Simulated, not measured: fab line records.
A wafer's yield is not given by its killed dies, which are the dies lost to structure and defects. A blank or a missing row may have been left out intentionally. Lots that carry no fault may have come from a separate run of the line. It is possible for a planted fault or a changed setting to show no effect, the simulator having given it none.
Which of the tools did it? + flow gf180mcu + 14 lots, 42 wafers sampled, at 3 steps of a route of 602

WHAT THE GAUGES SHOWED, per wafer
GF_HV_LDD_THK_MEAS_57. Usual: for HV_LDD_CVD_56_THK the level is 89.9 nm and the standard deviation is 0.8.
| lot  | measured     | on           | HV_LDD_CVD_56_THK (nm) | flag |
|------|--------------|--------------|------------------------|------|
| L669 | day 12 12:10 | filmMetro-03 | 89.1 89.0 90.3         |      |
| L673 | day 13 19:26 | filmMetro-03 | 88.9 89.2 89.3         |      |
| L674 | day 14 05:15 | filmMetro-02 | 90.2 89.5 89.7         |      |
| L675 | day 14 12:49 | filmMetro-02 | 90.3 91.0 91.1         |      |
| L676 | day 14 21:59 | filmMetro-03 | 89.5 88.8 90.3         |      |
| L677 | day 15 05:05 | filmMetro-02 | 88.5 88.0 88.4         |      |
| L678 | day 15 08:24 | filmMetro-03 | 90.5 89.9 90.2         |      |
| L679 | day 15 21:21 | filmMetro-03 | 89.9 90.3 89.4         |      |
| L680 | day 16 02:00 | filmMetro-03 | 91.4 91.5 91.0         |      |
| L681 | day 16 12:43 | filmMetro-03 | 90.3 89.9 89.6         |      |
| L689 | day 19 08:49 | filmMetro-03 | 89.9 90.2 89.0         |      |
| L690 | day 19 11:19 | filmMetro-04 | 90.8 90.8 90.6         |      |
| L691 | day 19 20:14 | filmMetro-03 | 89.9 91.8 90.9         |      |
| L692 | day 20 01:43 | filmMetro-04 | 91.2 90.6 90.5         |      |

GF_SAB_OVL_MEAS_10. Usual: for SAB_OVL the level is 1.1 nm and the standard deviation is 1.5.
| lot  | measured     | on         | SAB_OVL (nm)   | flag |
|------|--------------|------------|----------------|------|
| L669 | day 15 01:40 | overlay-02 | 0.1 2.1 1.2    |      |
| L673 | day 16 13:08 | overlay-01 | 1.7 -1.4 -0.1  |      |
| L674 | day 16 23:24 | overlay-01 | 3.4 3.5 4.4    |      |
| L675 | day 17 07:37 | overlay-01 | 2.9 1.7 1.6    |      |
| L676 | day 17 18:06 | overlay-02 | 1.0 -0.1 0.1   |      |
| L677 | day 18 01:03 | overlay-01 | 1.8 2.1 2.6    |      |
| L678 | day 18 05:59 | overlay-02 | -0.8 -0.9 -1.5 |      |
| L679 | day 18 19:14 | overlay-01 | 1.3 -0.1 2.4   |      |
| L680 | day 19 01:19 | overlay-01 | 2.3 0.8 1.6    |      |
| L681 | day 19 12:44 | overlay-02 | 2.2 2.8 2.2    |      |
| L689 | day 22 10:58 | overlay-01 | -0.3 -1.1 0.6  |      |
| L690 | day 22 12:17 | overlay-02 | 1.5 0.2 1.6    |      |
| L691 | day 22 21:02 | overlay-02 | 2.0 1.2 2.1    |      |
| L692 | day 23 00:56 | overlay-02 | 3.4 2.4 3.0    |      |

TOOL THAT RAN EACH LOT (tool first, then ch and the chambers of the sampled wafers, then the start)
| lot  | GF_SAB_PEB_07                    |
|------|----------------------------------|
| L669 | lithoTrack-02 ch 0, day 15 01:17 |
| L673 | lithoTrack-01 ch 0, day 16 12:43 |
| L674 | lithoTrack-04 ch 0, day 16 23:01 |
| L675 | lithoTrack-02 ch 0, day 17 07:11 |
| L676 | lithoTrack-04 ch 0, day 17 17:42 |
| L677 | lithoTrack-01 ch 0, day 18 00:40 |
| L678 | lithoTrack-01 ch 0, day 18 05:35 |
| L679 | lithoTrack-01, day 18 18:49      |
| L680 | lithoTrack-02, day 19 00:53      |
| L681 | lithoTrack-01 ch 0, day 19 12:20 |
| L689 | lithoTrack-02 ch 0, day 22 10:34 |
| L690 | lithoTrack-04 ch 0, day 22 11:52 |
| L691 | lithoTrack-01 ch 0, day 22 20:37 |
| L692 | lithoTrack-01 ch 0, day 23 00:31 |
- GF_SAB_PEB_07

WHAT THE TOOLS THEMSELVES READ (means of the sampled wafers that have a number; where no wafer has one, the mark that the record gives instead)
GF_SAB_PEB_07. Usual: exhaustPa 45.0 Pa, standard deviation 0.94.
| lot  | tool          | exhaustPa (Pa) | flag |
|------|---------------|----------------|------|
| L669 | lithoTrack-02 | 45.6           |      |
| L673 | lithoTrack-01 | 46.1           |      |
| L674 | lithoTrack-04 | 45.5           |      |
| L675 | lithoTrack-02 | 44.3           |      |
| L676 | lithoTrack-04 | 44.0           |      |
| L677 | lithoTrack-01 | 43.7           |      |
| L678 | lithoTrack-01 | 45.1           |      |
| L679 | lithoTrack-01 | -              | OFF  |
| L680 | lithoTrack-02 | -              | OFF  |
| L681 | lithoTrack-01 | 44.9           |      |
| L689 | lithoTrack-02 | 44.6           |      |
| L690 | lithoTrack-04 | 45.0           |      |
| L691 | lithoTrack-01 | 44.9           |      |
| L692 | lithoTrack-01 | 45.6           |      |

THE ANSWER, worked out from the rows above alone
Rule: a lot counts as off when the mean over its wafers that have a number is more than 3 standard deviations away from the usual mean. Also off: a lot with no number at a reading for which 4 or more lots have one. Where the step has rows for the other lots, those lots are counted as sound. First the gauges in route order, then the tools' own readings, where a lot's mean is used as printed above. The first step at which some lot is off is used, and at that step the reading that is off furthest; a lot without a number counts as furthest.
Off: L679, L680 (GF_SAB_PEB_07, exhaustPa). Without a number there: L679, L680.
A tool fits if, at that step or a process step before it, it ran every lot that is off, and no sound lot after the first of them. No candidate that was tried fits.

WHAT HAD BEEN PUT IN BY THE SIMULATOR
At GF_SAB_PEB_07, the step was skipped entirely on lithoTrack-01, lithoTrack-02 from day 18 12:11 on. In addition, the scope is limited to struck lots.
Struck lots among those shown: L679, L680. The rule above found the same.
